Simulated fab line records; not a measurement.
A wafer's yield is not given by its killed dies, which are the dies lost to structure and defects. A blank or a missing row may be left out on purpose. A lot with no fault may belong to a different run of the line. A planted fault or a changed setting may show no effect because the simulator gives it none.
fab line records	flow gf180mcu	part 1 of 2: steps 1 to 32 of 40
record: lots: 5	wafers: 15	last-day: 33
route steps=602 shown MIM@523 M5@526 V5@540
lots that met no fault: from a run of the same line without faults
start-h: hours from the record's opening day to when the first of the lot's shown wafers began	wait-h: hours since the lot's step before	" the same as in the row above	L1.1+2: one row covering several wafers at once	- value missing, or start not given	* or withheld: withheld	< > ~ a bound
route shown NAME@n: names a module that has steps shown in the file, with the first one's number in the route	usual: mean and standard deviation over wafers with no fault	same: alike in all rows	chamber/n: place in a boat	sites: readings site by site	_std_site: how widely they spread, as a standard deviation	_edge_site: inner sites' mean taken away from outer sites' mean	radius-mm: for every site, how far away it sits from the centre of the wafer	mask NAME#n: copy n	behind: tool/chamber where the wafer was last shaped	hold: what put the lot on hold/how long, in hours/how the hold closed	device: names the non-switching transistor (n, p or np)	end of line: tests of these same wafers at the route's end	a step with no rows: only its recipe	killed: dies that structure and defects cost at the first sort, which is not the same as the wafer's yield	map: dies across one wafer; x = killed, . = not, _ = none there
set.NAME: the setting as run; set.NAME@STEP: as run at that earlier step	model.NAME: the simulator's own value behind a step, which no gauge read
lots seen at some steps along the route; tables by step, rows by wafer
services: when a tool's chamber went out of use (start-h, in hours from the record's first day, below 0 if earlier), for how many hours, and the reason
== steps ==
step: GF_MIM_STRIP_20
recipe: chemistry: O2/N2	power-w: 1400	pressure-mtorr: 1500	platen-temp-c: 250	o2-flow-sccm: 3000	n2-flow-sccm: 300	overash-fraction: 0.5
usual: chamber-pressure-mTorr: 1499.9/1.4	drypump-motor-current-A: 5.75/0.19	heater-power-w: 342/14	oes-product-au: 0.692/0.0048	strip-time-to-endpoint-s: 11.22/0.043
lot.wafer	tool	chamber	start-h	wait-h	chamber-pressure-mTorr	drypump-motor-current-A	heater-power-w	oes-product-au	rf-hours-counter-h	strip-time-to-endpoint-s
L076.2	plasma-asher-01	0	604.68	0.0	1501.3	6.01	330	0.690	95	11.24
L076.4	"	1	"	"	1501.6	5.60	339	0.697	-	11.26
L076.6	"	0	"	"	1500.6	6.02	336	0.692	-	11.26
L082.2	plasma-asher-01	1	654.77	0.0	1502.3	5.59	336	0.686	101	11.23
L082.3	"	0	"	"	1498.9	6.01	328	0.692	-	11.17
L082.5	"	0	"	"	1498.7	6.00	334	0.698	-	11.23
L085.1	plasma-asher-04	1	676.43	0.0	1499.5	5.48	356	0.686	93	11.15
L085.2	"	0	"	"	1499.3	5.96	350	0.697	93	11.19
L085.4	"	1	"	"	1499.3	5.50	353	0.693	-	11.15
L091.1	plasma-asher-03	0	711.85	0.0	1502.0	5.85	350	0.692	30	11.24
L091.2	"	1	"	"	1500.5	5.60	315	0.695	30	11.23
L091.4	"	0	"	"	1502.1	5.82	330	0.696	-	11.22
L093.1	plasma-asher-01	0	729.37	0.0	1500.2	5.99	335	0.688	108	11.16
L093.3	"	1	"	"	1499.7	5.60	347	0.682	-	11.11
L093.4	"	0	"	"	1501.8	6.00	337	0.686	-	11.17
step: GF_MIM_STRIP_21
recipe: chemistry: post-etch-residue-remover	time-s: 1200	temp-c: 72.5
lot.wafer	tool	chamber	start-h	wait-h
L076.2+4+6	wet-bench-01	1	604.78	0.1
L082.2+3+5	wet-bench-03	0	654.87	0.1
L085.1+2+4	wet-bench-03	0	676.53	0.1
L091.1+2+4	wet-bench-03	3	711.95	0.1
L093.1+3+4	wet-bench-03	3	729.47	0.1
step: GF_MIM_CLEAN_22
recipe: chemistry: DIW	dry: n2-spin
lot.wafer	tool	chamber	start-h	wait-h
L076.2+4+6	wet-bench-04	0	605.12	0.0
L082.2+3+5	wet-bench-04	2	655.22	0.0
L085.1+2+4	wet-bench-01	2	676.87	0.0
L091.1+2+4	wet-bench-01	2	712.29	0.0
L093.1+3+4	wet-bench-04	1	729.81	0.0
step: GF_M5_DEHYDRATE_00
recipe: temp-c: 200	time-s: 60
lot.wafer	tool	chamber	start-h	wait-h
L076.2+4+6	litho-track-03	0	614.78	9.6
L082.2+3+5	litho-track-03	0	664.18	8.9
L085.1+2+4	litho-track-01	0	685.63	8.7
L091.1+2+4	litho-track-03	0	720.60	8.2
L093.1+3+4	litho-track-02	0	737.86	8.0
step: GF_M5_HMDS_01
recipe: prime-time-s: 60	prime-temp-c: 120
lot.wafer	tool	chamber	start-h	wait-h
L076.2+4+6	litho-track-03	0	614.93	0.1
L082.2+3+5	litho-track-03	0	664.33	0.1
L085.1+2+4	litho-track-01	0	685.78	0.1
L091.1+2+4	litho-track-03	0	720.75	0.1
L093.1+3+4	litho-track-02	0	738.01	0.1
step: GF_M5_COAT_02
recipe: resist: KrF	spin-rpm: withheld	resist-thk-nm: 1000
lot.wafer	tool	chamber	start-h	wait-h
L076.2+4+6	litho-track-03	0	615.08	0.1
L082.2+3+5	litho-track-03	0	664.48	0.1
L085.1+2+4	litho-track-01	0	685.93	0.1
L091.1+2+4	litho-track-03	0	720.90	0.1
L093.1+3+4	litho-track-02	0	738.16	0.1
step: GF_M5_SOFTBAKE_03
recipe: temp-c: 130	time-s: 60	resist: KrF
lot.wafer	tool	chamber	start-h	wait-h
L076.2+4+6	litho-track-03	0	615.23	0.1
L082.2+3+5	litho-track-03	0	664.63	0.1
L085.1+2+4	litho-track-01	0	686.08	0.1
L091.1+2+4	litho-track-03	0	721.05	0.1
L093.1+3+4	litho-track-02	0	738.31	0.1
step: GF_M5_EXPOSE_04
recipe: mask-id: Metal5	target-cd-nm: 280	na: 0.68	source-shape: conventional	sigma-outer: 0.6	dose-mj: 28
usual: reticle-temp-C: 23.02/0.11
lot.wafer	tool	chamber	start-h	wait-h	mask	reticle-temp-C
L076.2	krf-scanner-01	0	-	-	Metal5#0	22.92
L076.4	"	0	"	"	Metal5#0	22.97
L076.6	"	0	"	"	Metal5#0	22.80
L082.2	krf-scanner-01	0	-	-	Metal5#0	23.14
L082.3	"	0	"	"	Metal5#0	23.20
L082.5	"	0	"	"	Metal5#0	23.12
L085.1	krf-scanner-02	0	-	-	Metal5#0	23.00
L085.2	"	0	"	"	Metal5#0	22.98
L085.4	"	0	"	"	Metal5#0	23.07
L091.1	krf-scanner-02	0	-	-	Metal5#0	23.06
L091.2	"	0	"	"	Metal5#0	23.16
L091.4	"	0	"	"	Metal5#0	23.06
L093.1	krf-scanner-02	0	-	-	Metal5#0	22.94
L093.3	"	0	"	"	Metal5#0	23.01
L093.4	"	0	"	"	Metal5#0	23.04
step: GF_M5_PEB_05
recipe: peb-temp-c: 135	peb-time-s: 90	resist: KrF
same: peb-time-s: 90
lot.wafer	tool	chamber	start-h	wait-h
L076.2+4+6	litho-track-02	0	-	-
L082.2+3+5	litho-track-03	0	-	-
L085.1+2+4	litho-track-02	0	-	-
L091.1+2+4	litho-track-03	0	-	-
L093.1+3+4	litho-track-03	0	-	-
step: GF_M5_DEVELOP_06
recipe: develop-time-s: 60	dev-temp-c: 21
lot.wafer	tool	chamber	start-h	wait-h
L076.2+4+6	litho-track-02	0	625.78	0.2
L082.2+3+5	litho-track-03	0	674.28	0.2
L085.1+2+4	litho-track-02	0	696.11	0.2
L091.1+2+4	litho-track-03	0	729.85	0.2
L093.1+3+4	litho-track-03	0	746.60	0.2
step: GF_M5_CD_MEAS_07
recipe: target-cd-nm: 280
usual: cd-nm: 280.0/1.2
lot.wafer	tool	chamber	start-h	wait-h	cd-nm
L076.2	cd-sem-02	-	625.93	0.1	278.5
L076.4	"	-	"	"	278.9
L076.6	"	-	"	"	278.0
L082.2	cd-sem-01	-	674.42	0.1	281.9
L082.3	"	-	"	"	282.4
L082.5	"	-	"	"	281.2
L085.1	cd-sem-02	-	696.26	0.1	279.7
L085.2	"	-	"	"	279.6
L085.4	"	-	"	"	278.6
L091.1	cd-sem-01	-	730.00	0.1	277.8
L091.2	"	-	"	"	280.3
L091.4	"	-	"	"	278.5
L093.1	cd-sem-01	-	746.75	0.1	280.3
L093.3	"	-	"	"	280.0
L093.4	"	-	"	"	279.5
step: GF_M5_OVL_MEAS_08
usual: M5_OVL: 4/5.3
lot.wafer	tool	chamber	start-h	wait-h	M5_OVL[nm]
L076.2	overlay-01	-	626.03	0.1	5
L076.4	"	-	"	"	2
L076.6	"	-	"	"	3
L082.2	overlay-02	-	674.53	0.1	15
L082.3	"	-	"	"	6
L082.5	"	-	"	"	9
L085.1	overlay-01	-	696.38	0.1	0
L085.2	"	-	"	"	-2
L085.4	"	-	"	"	-4
L091.1	overlay-01	-	730.12	0.1	15
L091.2	"	-	"	"	5
L091.4	"	-	"	"	11
L093.1	overlay-02	-	746.87	0.1	-1
L093.3	"	-	"	"	2
L093.4	"	-	"	"	6
step: GF_M5_ETCH_09
recipe: chemistry: CF4/O2	target: Si3N4	target-depth-nm: 52	source-w: 800	bias-w: 150	pressure-mtorr: 150	cf4-flow-sccm: 80	O2_flow_sccm: 10	time-s: 11.6
usual: chamber-pressure-mTorr: 150.02/0.13	drypump-motor-current-A: 5.9/0.43	oes-product-au: 0.996/0.008	throttle-valve-pct: 5.968/0.01
lot.wafer	tool	chamber	start-h	wait-h	chamber-pressure-mTorr	drypump-motor-current-A	oes-product-au	rf-hours-counter-h	throttle-valve-pct
L076.2	rie-diel-01	1	626.06	0.0	149.92	6.3	1.000	4	5.961
L076.4	"	0	"	"	149.90	5.6	0.980	10	5.951
L076.6	"	3	"	"	150.03	5.4	0.994	-	5.972
L082.2	rie-diel-02	0	674.56	0.0	150.14	6.4	0.986	67	5.972
L082.3	"	1	"	"	149.83	5.7	1.007	5	5.980
L082.5	"	1	"	"	150.05	5.7	1.009	-	5.982
L085.1	rie-diel-01	2	696.41	0.0	150.25	4.8	1.014	6	5.975
L085.2	"	3	"	"	149.89	5.4	0.998	21	5.973
L085.4	"	1	"	"	150.01	6.3	0.990	7	5.962
L091.1	rie-diel-01	3	730.16	0.0	149.91	5.4	0.995	21	5.976
L091.2	"	0	"	"	149.93	5.6	0.990	12	5.962
L091.4	"	2	"	"	150.01	4.9	0.999	6	5.954
L093.1	rie-diel-01	3	746.91	0.0	150.10	5.4	0.987	22	5.976
L093.3	"	1	"	"	150.19	6.3	0.991	-	5.961
L093.4	"	3	"	"	150.21	5.4	0.988	-	5.959
step: GF_M5_METAL_ETCH_10
recipe: chemistry: Cl2/BCl3	mask-material: KrF	target-depth-nm: 627.5	stop-on: SiO2	pressure-mtorr: 8	icp-w: 800	bias-w: 140	Cl2_flow_sccm: 80	bcl3-flow-sccm: 40	time-s: 104.6
usual: chamber-pressure-mTorr: 8.001/0.0081	drypump-motor-current-A: 5.54/0.29	oes-product-au: 0.971/0.0065	throttle-valve-pct: 28.251/0.0096
lot.wafer	tool	chamber	start-h	wait-h	chamber-pressure-mTorr	drypump-motor-current-A	oes-product-au	rf-hours-counter-h	throttle-valve-pct
L076.2	rie-metal-03	1	626.13	0.0	8.004	5.59	0.976	-	28.261
L076.4	"	1	"	"	8.008	5.60	0.962	-	28.281
L076.6	"	1	"	"	8.001	5.60	0.971	-	28.240
L082.2	rie-metal-02	0	674.58	0.0	7.996	5.11	0.970	13	28.244
L082.3	"	1	"	"	7.999	5.70	0.968	-	28.259
L082.5	"	0	"	"	8.001	5.11	0.980	-	28.248
L085.1	rie-metal-02	0	696.44	0.0	8.000	5.12	0.977	14	28.253
L085.2	"	1	"	"	7.989	5.73	0.969	1	28.255
L085.4	"	0	"	"	7.991	5.11	0.966	-	28.232
L091.1	rie-metal-02	1	730.18	0.0	7.999	5.75	0.968	3	28.250
L091.2	"	0	"	"	8.004	5.12	0.981	0	28.230
L091.4	"	0	"	"	7.992	5.13	0.968	-	28.254
L093.1	rie-metal-03	0	746.94	0.0	7.995	5.68	0.977	3	28.244
L093.3	"	1	"	"	8.012	5.59	0.969	-	28.251
L093.4	"	0	"	"	8.001	5.70	0.971	-	28.249
step: GF_M5_STRIP_11
recipe: chemistry: O2/N2	power-w: 1400	pressure-mtorr: 1500	platen-temp-c: 250	o2-flow-sccm: 3000	n2-flow-sccm: 300	overash-fraction: 0.5
usual: chamber-pressure-mTorr: 1500.1/1.3	drypump-motor-current-A: 5.81/0.23	heater-power-w: 346/15	oes-product-au: 0.545/0.0051	strip-time-to-endpoint-s: 7.56/0.052
lot.wafer	tool	chamber	start-h	wait-h	chamber-pressure-mTorr	drypump-motor-current-A	heater-power-w	oes-product-au	rf-hours-counter-h	strip-time-to-endpoint-s
L076.2	plasma-asher-04	0	626.31	0.1	1499.7	5.95	359	0.546	90	7.58
L076.4	"	1	"	"	1499.2	5.45	353	0.546	-	7.59
L076.6	"	1	"	"	1500.6	5.45	371	0.540	-	7.51
L082.2	plasma-asher-04	1	674.70	0.1	1499.1	5.49	369	0.545	93	7.53
L082.3	"	0	"	"	1500.9	5.97	359	0.549	-	7.59
L082.5	"	0	"	"	1500.8	5.98	362	0.541	-	7.52
L085.1	plasma-asher-01	0	696.55	0.1	1501.5	6.01	322	0.547	105	7.54
L085.2	"	1	"	"	1502.6	5.59	337	0.553	105	7.64
L085.4	"	1	"	"	1500.8	5.58	339	0.540	-	7.53
L091.1	plasma-asher-04	0	730.29	0.1	1497.9	5.95	358	0.549	99	7.67
L091.2	"	1	"	"	1500.0	5.47	368	0.538	99	7.58
L091.4	"	1	"	"	1501.0	5.48	357	0.543	-	7.56
L093.1	plasma-asher-02	0	747.09	0.1	1501.1	5.79	334	0.543	61	7.53
L093.3	"	1	"	"	1499.8	6.15	361	0.552	-	7.61
L093.4	"	0	"	"	1499.2	5.80	335	0.534	-	7.48
step: GF_M5_STRIP_12
recipe: chemistry: post-etch-residue-remover	time-s: 1200	temp-c: 72.5
lot.wafer	tool	chamber	start-h	wait-h
L076.2+4+6	wet-bench-02	2	626.44	0.1
L082.2+3+5	wet-bench-04	3	674.80	0.1
L085.1+2+4	wet-bench-04	3	696.65	0.1
L091.1+2+4	wet-bench-04	0	730.39	0.1
L093.1+3+4	wet-bench-01	0	747.19	0.1
step: GF_M5_CLEAN_13
recipe: chemistry: DIW	dry: n2-spin
lot.wafer	tool	chamber	start-h	wait-h
L076.2+4+6	wet-bench-04	3	626.79	0.0
L082.2+3+5	wet-bench-01	1	675.17	0.0
L085.1+2+4	wet-bench-02	0	696.99	0.0
L091.1+2+4	wet-bench-01	1	730.74	0.0
L093.1+3+4	wet-bench-04	2	747.53	0.0
step: GF_V5_CVD_00
recipe: material: SiO2	target-thk-nm: 300	sigma-open-frac: 0.3	temp-c: 400	time-s: 50	sih4-flow-sccm: 60	pressure-mtorr: 6
lot.wafer	tool	chamber	start-h	wait-h
L076.2+4+6	hdpcvd-01	1,0,1	626.97	0.0
L082.2+3+5	hdpcvd-02	0,1,0	675.26	0.0
L085.1+2+4	hdpcvd-01	1,0,0	697.08	0.0
L091.1+2+4	hdpcvd-01	0,1,2	730.84	0.0
L093.1+3+4	hdpcvd-02	2,1,0	747.63	0.0
step: GF_V5_THK_MEAS_01
recipe: reads: SiO2_of_V5_CVD_00
usual: V5_CVD_00_THK: 299.0/3
lot.wafer	tool	chamber	start-h	wait-h	V5_CVD_00_THK[nm]
L076.2	film-metro-01	-	627.02	0.0	298.1
L076.4	"	-	"	"	296.1
L076.6	"	-	"	"	297.1
L082.2	film-metro-01	-	675.31	0.0	305.0
L082.3	"	-	"	"	299.0
L082.5	"	-	"	"	301.7
L085.1	film-metro-02	-	697.13	0.0	305.4
L085.2	"	-	"	"	306.3
L085.4	"	-	"	"	299.5
L091.1	film-metro-02	-	730.88	0.0	300.7
L091.2	"	-	"	"	299.7
L091.4	"	-	"	"	299.3
L093.1	film-metro-01	-	747.67	0.0	297.1
L093.3	"	-	"	"	297.0
L093.4	"	-	"	"	303.3
step: GF_V5_CVD_02
recipe: material: SiO2	target-thk-nm: 1450	precursor: TEOS	temp-c: 400	time-s: 163.28	rf-w: 600
usual: heater-power-w: 653/85
lot.wafer	tool	chamber	start-h	wait-h	heater-power-w
L076.2	pecvd-04	1	627.07	0.0	536
L076.4	"	2	"	"	665
L076.6	"	1	"	"	636
L082.2	pecvd-02	0	675.36	0.0	658
L082.3	"	1	"	"	690
L082.5	"	0	"	"	720
L085.1	pecvd-03	0	697.19	0.1	614
L085.2	"	1	"	"	568
L085.4	"	1	"	"	622
L091.1	pecvd-02	1	730.94	0.1	790
L091.2	"	0	"	"	708
L091.4	"	0	"	"	595
L093.1	pecvd-02	1	747.73	0.1	738
L093.3	"	0	"	"	653
L093.4	"	0	"	"	722
step: GF_V5_THK_MEAS_03
recipe: reads: SiO2_of_V5_CVD_02
usual: V5_CVD_02_THK: 1447/19
lot.wafer	tool	chamber	start-h	wait-h	V5_CVD_02_THK[nm]
L076.2	film-metro-01	-	627.19	0.1	1439
L076.4	"	-	"	"	1456
L076.6	"	-	"	"	1457
L082.2	film-metro-01	-	675.48	0.1	1447
L082.3	"	-	"	"	1436
L082.5	"	-	"	"	1481
L085.1	film-metro-02	-	697.29	0.1	1415
L085.2	"	-	"	"	1420
L085.4	"	-	"	"	1436
L091.1	film-metro-01	-	731.05	0.1	1425
L091.2	"	-	"	"	1440
L091.4	"	-	"	"	1447
L093.1	film-metro-04	-	747.84	0.1	1417
L093.3	"	-	"	"	1429
L093.4	"	-	"	"	1470
step: GF_V5_CMP_04
recipe: material: SiO2	down-force-psi: 4	platen-rpm: 60	pad-velocity-m-s: 0.94248
usual: motor-current-A: 11.8/0.81
lot.wafer	tool	chamber	start-h	wait-h	motor-current-A
L076.2	cmp-02	1	627.38	0.2	10.4
L076.4	"	3	"	"	13.0
L076.6	"	1	"	"	10.8
L082.3	cmp-01	2	675.63	0.1	11.5
L082.2	"	3	"	"	11.7
L082.5	"	0	"	"	11.5
L085.1	cmp-02	2	697.40	0.1	10.9
L085.2	"	3	"	"	13.4
L085.4	"	0	"	"	11.8
L091.4	cmp-02	1	731.11	0.0	10.3
L091.2	"	2	"	"	10.7
L091.1	"	0	"	"	12.3
L093.1	cmp-01	0	747.95	0.1	11.6
L093.4	"	1	"	"	12.0
L093.3	"	2	"	"	12.2
step: GF_V5_BOW_MEAS_05
recipe: mode: bow
usual: V5_BOW: 132/8.4
lot.wafer	tool	chamber	start-h	wait-h	V5_BOW[um]
L076.2	film-metro-02	-	627.65	0.2	132
L076.4	"	-	"	"	144
L076.6	"	-	"	"	146
L082.2	film-metro-02	-	675.85	0.1	142
L082.3	"	-	"	"	129
L082.5	"	-	"	"	130
L085.1	film-metro-04	-	697.65	0.2	132
L085.2	"	-	"	"	138
L085.4	"	-	"	"	119
L091.1	film-metro-01	-	731.41	0.1	132
L091.2	"	-	"	"	125
L091.4	"	-	"	"	131
L093.1	film-metro-02	-	748.20	0.2	124
L093.3	"	-	"	"	123
L093.4	"	-	"	"	122
step: GF_V5_DEHYDRATE_06
recipe: temp-c: 200	time-s: 60
lot.wafer	tool	chamber	start-h	wait-h
L076.2+4+6	litho-track-03	0	637.03	9.4
L082.2+3+5	litho-track-04	0	684.51	8.6
L085.1+2+4	litho-track-03	0	706.20	8.5
L091.1+2+4	litho-track-01	0	739.23	7.8
L093.1+3+4	litho-track-03	0	755.95	7.7
step: GF_V5_HMDS_07
recipe: prime-time-s: 60	prime-temp-c: 120
lot.wafer	tool	chamber	start-h	wait-h
L076.2+4+6	litho-track-03	0	637.18	0.1
L082.2+3+5	litho-track-04	0	684.66	0.1
L085.1+2+4	litho-track-03	0	706.35	0.1
L091.1+2+4	litho-track-01	0	739.38	0.1
L093.1+3+4	litho-track-03	0	756.10	0.1
step: GF_V5_COAT_08
recipe: resist: BARC	temp-c: withheld	time-s: withheld	spin-rpm: withheld	resist-thk-nm: withheld
lot.wafer	tool	chamber	start-h	wait-h
L076.2+4+6	litho-track-03	0	637.33	0.1
L082.2+3+5	litho-track-04	0	684.81	0.1
L085.1+2+4	litho-track-03	0	706.50	0.1
L091.1+2+4	litho-track-01	0	739.53	0.1
L093.1+3+4	litho-track-03	0	756.25	0.1
step: GF_V5_COAT_09
recipe: resist: KrF	spin-rpm: withheld	resist-thk-nm: 1000
lot.wafer	tool	chamber	start-h	wait-h
L076.2+4+6	litho-track-03	0	-	-
L082.2+3+5	litho-track-04	0	-	-
L085.1+2+4	litho-track-03	0	-	-
L091.1+2+4	litho-track-01	0	-	-
L093.1+3+4	litho-track-03	0	-	-
step: GF_V5_SOFTBAKE_10
recipe: temp-c: 130	time-s: 60	resist: KrF
lot.wafer	tool	chamber	start-h	wait-h
L076.2+4+6	litho-track-03	0	-	-
L082.2+3+5	litho-track-04	0	-	-
L085.1+2+4	litho-track-03	0	-	-
L091.1+2+4	litho-track-01	0	-	-
L093.1+3+4	litho-track-03	0	-	-
step: GF_V5_EXPOSE_11
recipe: mask-id: Via5	target-cd-nm: 260	na: 0.68	source-shape: conventional	sigma-outer: 0.6	dose-mj: 38
usual: reticle-temp-C: 23.00/0.097
lot.wafer	tool	chamber	start-h	wait-h	mask	reticle-temp-C
L076.2	krf-scanner-01	0	-	-	Via5#0	22.96
L076.4	"	0	"	"	Via5#0	23.04
L076.6	"	0	"	"	Via5#0	23.05
L082.2	krf-scanner-01	0	-	-	Via5#0	22.92
L082.3	"	0	"	"	Via5#0	22.98
L082.5	"	0	"	"	Via5#0	22.98
L085.1	krf-scanner-01	0	-	-	Via5#0	22.95
L085.2	"	0	"	"	Via5#0	23.02
L085.4	"	0	"	"	Via5#0	23.01
L091.1	krf-scanner-01	0	-	-	Via5#0	22.93
L091.2	"	0	"	"	Via5#0	23.07
L091.4	"	0	"	"	Via5#0	22.88
L093.1	krf-scanner-01	0	-	-	Via5#0	22.94
L093.3	"	0	"	"	Via5#0	22.96
L093.4	"	0	"	"	Via5#0	23.08
step: GF_V5_PEB_12
recipe: peb-temp-c: 135	peb-time-s: 90	resist: KrF
same: peb-time-s: 90
lot.wafer	tool	chamber	start-h	wait-h
L076.2+4+6	litho-track-01	0	-	-
L082.2+3+5	litho-track-03	0	-	-
L085.1+2+4	litho-track-04	0	-	-
L091.1+2+4	litho-track-01	0	-	-
L093.1+3+4	litho-track-03	0	-	-
step: GF_V5_DEVELOP_13
recipe: develop-time-s: 60	resist: KrF	dev-temp-c: 21
lot.wafer	tool	chamber	start-h	wait-h
L076.2+4+6	litho-track-01	0	647.85	0.2
L082.2+3+5	litho-track-03	0	695.08	0.2
L085.1+2+4	litho-track-04	0	715.78	0.2
L091.1+2+4	litho-track-01	0	748.68	0.2
L093.1+3+4	litho-track-03	0	764.50	0.2
step: GF_V5_CD_MEAS_14
recipe: target-cd-nm: 260
usual: cd-nm: 259.8/1
lot.wafer	tool	chamber	start-h	wait-h	cd-nm
L076.2	cd-sem-02	-	648.00	0.1	259.5
L076.4	"	-	"	"	259.9
L076.6	"	-	"	"	260.5
L082.2	cd-sem-02	-	695.27	0.2	260.3
L082.3	"	-	"	"	262.4
L082.5	"	-	"	"	260.5
L085.1	cd-sem-02	-	715.93	0.1	261.3
L085.2	"	-	"	"	262.2
L085.4	"	-	"	"	262.1
L091.1	cd-sem-02	-	748.83	0.1	258.7
L091.2	"	-	"	"	258.4
L091.4	"	-	"	"	258.5
L093.1	cd-sem-01	-	764.65	0.1	261.5
L093.3	"	-	"	"	261.8
L093.4	"	-	"	"	261.6
